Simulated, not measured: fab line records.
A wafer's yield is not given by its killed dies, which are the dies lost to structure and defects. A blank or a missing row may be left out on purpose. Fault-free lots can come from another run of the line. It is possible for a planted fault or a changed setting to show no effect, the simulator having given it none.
One fault through the eyes of 2 desks ; flow sky130 ; each desk holds nothing but its own numbers, with what lay behind them at the end

## FROM THE METROLOGY DESK
What the gauges read for every lot (on any tool): the sampled wafers with a number, averaged. Any lot whose mean is over 4 standard deviations away from the usual mean is out of limits and marked OUT; that distance is given in the brackets.
Columns: A = cdNm at SKY_METAL1_CD_MEAS_15, usual 140.3 nm
lot;first seen here;A
L924;day 32 11:50;141.4
L923;day 32 12:26;139.7
L925;day 33 08:29;139.8
L926;day 33 10:58;140.1
L927;day 34 03:49;140.2
L928;day 35 02:03;140.1
L930;day 35 09:31;139.4
L934;day 36 13:41;140.1
L937;day 37 11:43;138.0
L938;day 37 14:16;140.5
L941;day 38 06:27;138.7
L942;day 38 17:52;139.5
L945;day 39 07:34;141.8
Result from this desk: across the 13 lots, nothing is out of limits.

## FOR THE TOOL OWNER'S DESK: cmp-02
The tool's own readings at SKY_VIA1_CMP_24 (polishes, stops on SiO2, t overpolish 15 s, target thk 0 nm): means of the sampled wafers that have a number, for each lot that ran on this tool. Any lot whose mean is over 4 standard deviations away from the usual mean is out of limits and marked OUT; that distance is given in the brackets.
Columns: A = motorCurrentA at SKY_VIA1_CMP_24, usual 11.2 A; B = overpolishRunS at SKY_VIA1_CMP_24, usual 15.000 s; C = timeToEndpointS at SKY_VIA1_CMP_24, usual 66 s
lot;first seen here;A;B;C
L926;day 34 16:08;11.7;14.991;65
L927;day 35 09:58;11.6;14.997;67
L930;day 36 13:55;11.5;14.999;66
L937;day 38 16:34;12.0;0.038 (-99 or more) OUT;105 (+9.6) OUT
L938;day 38 18:44;11.7;0.037 (-99 or more) OUT;105 (+9.5) OUT
This desk finds L937, L938 out of limits, L937 being first, at day 38 16:34 (overpolishRunS at SKY_VIA1_CMP_24). Within limits: L926, L927, L930.

## PUT TOGETHER
The tool owner's desk could have raised an alarm at day 38 16:34, on L937, L938.
The metrology desk saw nothing out of limits.
The metrology desk has L937, L938 on record, within its limits.
Every lot named ran SKY_VIA1_CMP_24 on cmp-02.

## WHAT HAD BEEN PUT IN BY THE SIMULATOR
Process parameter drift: cmp-02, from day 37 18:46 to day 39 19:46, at SKY_VIA1_CMP_24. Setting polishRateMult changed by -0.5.
Lots struck among those shown: L937, L938.
Hours from the fault's start to each desk's first reading out of limits: the tool owner's desk, 22.
